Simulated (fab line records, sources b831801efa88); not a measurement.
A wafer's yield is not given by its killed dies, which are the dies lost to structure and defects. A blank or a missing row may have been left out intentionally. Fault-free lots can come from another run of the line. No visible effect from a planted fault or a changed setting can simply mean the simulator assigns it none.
A single fault, viewed from 2 desks || flow sky130 || only its own numbers are on each desk; what lay behind them is given at the end

== FOR THE TOOL OWNER'S DESK: litho_track-03 ==
The tool's own readings at SKY_SONOS_TUNNEL_DEVELOP_06 (develop time 60 s): means of the sampled wafers that have a number, for each lot that ran on this tool. A lot is out of limits, marked OUT, if its mean lies more than 4 standard deviations from the usual mean; the brackets give that distance.
Columns: A = developer_temp_C at SKY_SONOS_TUNNEL_DEVELOP_06, usual 23.00 C
{"lot": "L996", "first seen here": "day 12 12:40", "A": 22.88}
{"lot": "L998", "first seen here": "day 13 04:22", "A": 22.82}
{"lot": "L999", "first seen here": "day 13 11:07", "A": 23.12}
{"lot": "L100", "first seen here": "day 13 17:05", "A": 22.98}
{"lot": "L109", "first seen here": "day 17 11:37", "A": 22.89}
{"lot": "L111", "first seen here": "day 17 23:50", "A": 22.92}
{"lot": "L112", "first seen here": "day 18 00:08", "A": 22.95}
This desk found nothing out of limits on any of the 7 lots.

== METROLOGY DESK ==
Means of the sampled wafers that have a number, per lot and without regard to the tool the lot ran on: this is what the gauges read. A lot is out of limits, marked OUT, if its mean lies more than 4 standard deviations from the usual mean; the brackets give that distance.
Columns: A = cd_nm at SKY_VT_ADJUST_NCORE_CD_MEAS_07, usual 379.7 nm; B = VT_ADJUST_NCORE_OVL at SKY_VT_ADJUST_NCORE_OVL_MEAS_08, usual -0.7 nm; C = cd_nm at SKY_SONOS_TUNNEL_CD_MEAS_07, usual 410.5 nm; D = SONOS_ONO_OXIDATION_THK at SKY_SONOS_ONO_THK_MEAS_01, usual 2.60 nm
{"lot": "L992", "first seen here": "day 8 13:00", "A": 378.8, "B": 0.3, "C": 407.3, "D": 2.77}
{"lot": "L996", "first seen here": "day 9 15:03", "A": 379.5, "B": -1.0, "C": 408.3, "D": 2.61}
{"lot": "L998", "first seen here": "day 10 06:36", "A": 376.0, "B": -1.0, "C": "360.8 (-23) OUT", "D": 2.65}
{"lot": "L999", "first seen here": "day 10 13:43", "A": 380.8, "B": -0.6, "C": "357.5 (-24) OUT", "D": 2.56}
{"lot": "L100", "first seen here": "day 10 20:14", "A": 381.6, "B": -2.8, "C": "302.9 (-49) OUT", "D": 2.63}
{"lot": "L102", "first seen here": "day 11 11:41", "A": 377.1, "B": -1.9, "C": 409.7, "D": 2.57}
{"lot": "L106", "first seen here": "day 12 19:27", "A": 380.8, "B": 1.5, "C": 410.4, "D": 2.64}
{"lot": "L107", "first seen here": "day 13 01:17", "A": 380.0, "B": -0.1, "C": 413.2, "D": 2.60}
{"lot": "L108", "first seen here": "day 13 14:33", "A": 377.7, "B": -0.2, "C": 414.2, "D": 2.56}
{"lot": "L110", "first seen here": "day 13 23:35", "A": 382.5, "B": -1.0, "C": 412.7, "D": 2.58}
{"lot": "L109", "first seen here": "day 14 00:34", "A": 384.5, "B": -0.3, "C": 410.9, "D": 2.52}
{"lot": "L111", "first seen here": "day 14 12:25", "A": 377.2, "B": -1.0, "C": 414.5, "D": 2.63}
{"lot": "L112", "first seen here": "day 14 12:47", "A": 381.4, "B": -1.1, "C": 408.7, "D": 2.60}
{"lot": "L113", "first seen here": "day 14 18:22", "A": 376.1, "B": -1.7, "C": 409.3, "D": 2.61}
This desk's finding: out of limits on L100, L998, L999; first on L998, day 13 04:30 (cd_nm at SKY_SONOS_TUNNEL_CD_MEAS_07). L992, L996, L102, L106, L107, L108, L110, L109, L111, L112, L113: within limits.

== TAKEN TOGETHER ==
An alarm was possible from the metrology desk at day 13 04:30, on L100, L998, L999.
The tool owner's desk saw nothing out of limits.
The tool owner's desk has L100, L998, L999 on record, within its limits.
Of the lots named, all ran SKY_SONOS_TUNNEL_DEVELOP_06 on litho_track-03.

== WHAT THE SIMULATOR HAD PUT IN ==
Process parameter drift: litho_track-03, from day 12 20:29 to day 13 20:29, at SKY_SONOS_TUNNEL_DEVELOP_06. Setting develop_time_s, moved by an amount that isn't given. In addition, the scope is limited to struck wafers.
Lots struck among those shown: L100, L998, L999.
Time in hours between the start of the fault and the first out-of-limits reading at each desk: metrology desk, 8.
